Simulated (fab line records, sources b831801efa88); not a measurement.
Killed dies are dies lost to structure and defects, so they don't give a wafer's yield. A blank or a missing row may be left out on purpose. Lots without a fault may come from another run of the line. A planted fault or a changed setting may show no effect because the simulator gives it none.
A struck lot beside a sound one | flow sfq_line | 14 steps out of a route of 325
Sound: wafers L526.1, L526.2, L526.4. Struck: wafer L529.4. (L529.5, L529.6 of the same lot were not struck and are left out.) The cause comes at the end.
At each step with rows: each side's tool, then ch and its chambers, then its first start. Under that, the readings that differ: sound wafers | struck wafers | difference of the means | sigmas: that difference in standard deviations of wafers without a fault.
alike: readings whose means differ by less than 2 such deviations, and words and numbers that are the same on both sides. not compared: withheld readings, readings that some wafer has no value for, bounds like >300 that may hide the same value, and numbers for which the record gives no deviation and whose values overlap.
The two part at a step that has a row with sigmas, a row that says differs or no value, or rows on one side only. Numbers that don't overlap but have no deviation are shown without sigmas and don't part them. A reading that every wafer of one side lacks parts them only if that side has two wafers or more.

first, 6 steps without rows for these wafers: SFQ_TRILAYER_M3_LITHO_COAT_080 (resist thk 62 nm); SFQ_TRILAYER_M3_LITHO_COAT_075 (resist thk 600 nm); SFQ_TRILAYER_M3_LITHO_SOFTBAKE_079; SFQ_TRILAYER_M3_LITHO_EXPOSE_076 (exposes mask M3, target cd 500 nm); SFQ_TRILAYER_M3_LITHO_PEB_078 (peb time 60 s); SFQ_TRILAYER_M3_LITHO_DEVELOP_077 (time 60 s).
SFQ_M3_OVL_MEAS_921:
  sound on overlay-01, day 37 16:39; struck on overlay-01, day 39 16:17
  alike: M3_OVL
SFQ_TRILAYER_M3_BARC_OPEN_METAL_ETCH_100: etches BARC in O2, target depth 125 nm, time 41.7 s.
  sound on rie_metal-01 ch 0,1, day 37 16:41; struck on rie_metal-02 ch 1, day 39 16:22
  alike: drypump_motor_current_A, he_backside_leak_sccm, oes_product_au, rf_fwd_power_W
  not compared: rf_hours_counter_h
SFQ_TRILAYER_M3_ETCH_METAL_ETCH_078: etches Nb in Cl2/Ar, stops on SiO2, target depth 240 nm, time 120 s.
  sound on rie_metal-01 ch 0,1, day 37 16:45; struck on rie_metal-02 ch 1, day 39 16:33
  alike: drypump_motor_current_A, he_backside_leak_sccm, oes_product_au, rf_fwd_power_W
  not compared: rf_hours_counter_h
SFQ_TRILAYER_M3_STRIP_STRIP_079: strips in O2.
  sound on rie_metal-01 ch 0,1, day 37 16:52; struck on rie_metal-02 ch 1, day 39 17:17
  alike: drypump_motor_current_A, he_backside_leak_sccm, oes_product_au
  not compared: rf_hours_counter_h
then, 1 step without rows for these wafers: SFQ_TRILAYER_M3_STRIP_SOLV_CLEAN_080 (cleans in NMP, time 600 s).
SFQ_TRILAYER_I3_DEP_PECVD_081: deposits SiO2 from SiH4/N2O, time 111.11 s, target thk 500 nm.
  sound on pecvd-02 ch 0,1, day 37 17:39; struck on pecvd-04 ch 1, day 39 18:05
  reading                                             | sound             | struck | difference | sigmas
  run_length_s (s)                                    | 140.2 139.6 139.1 | 130.6  | -9.0       | -16
  model.SiO2_of_TRILAYER_I3_DEP_PECVD_081.thk_nm (nm) | 495.5 503.5 506.2 | 467.3  | -34.4      |
  alike: heater_power_w, throttle_valve_pct
  not compared: rf_fwd_power_W
SFQ_TRILAYER_I3_CMP_CMP_082: polishes SiO2.
  sound on cmp-01 ch 0,1,3, day 38 05:23; struck on cmp-01 ch 1, day 40 07:20
  reading                | sound       | struck | difference | sigmas
  time_to_endpoint_s (s) | 215 223 215 | 188    | -30        | -4
  alike: motor_current_A
SFQ_I3_BOW_MEAS_922:
  sound on film_metro-04, day 38 08:23; struck on film_metro-03, day 40 09:53
  alike: I3_BOW

WHERE THEY PART
First at SFQ_TRILAYER_I3_DEP_PECVD_081; last, within this record, at SFQ_TRILAYER_I3_CMP_CMP_082. Later steps at which nothing parts them and some readings are alike: SFQ_I3_BOW_MEAS_922.

WHY: what the simulator had put in
Process parameter drift: pecvd-04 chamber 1, from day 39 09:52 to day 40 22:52, at SFQ_TRILAYER_I3_DEP_PECVD_081. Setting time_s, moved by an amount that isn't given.
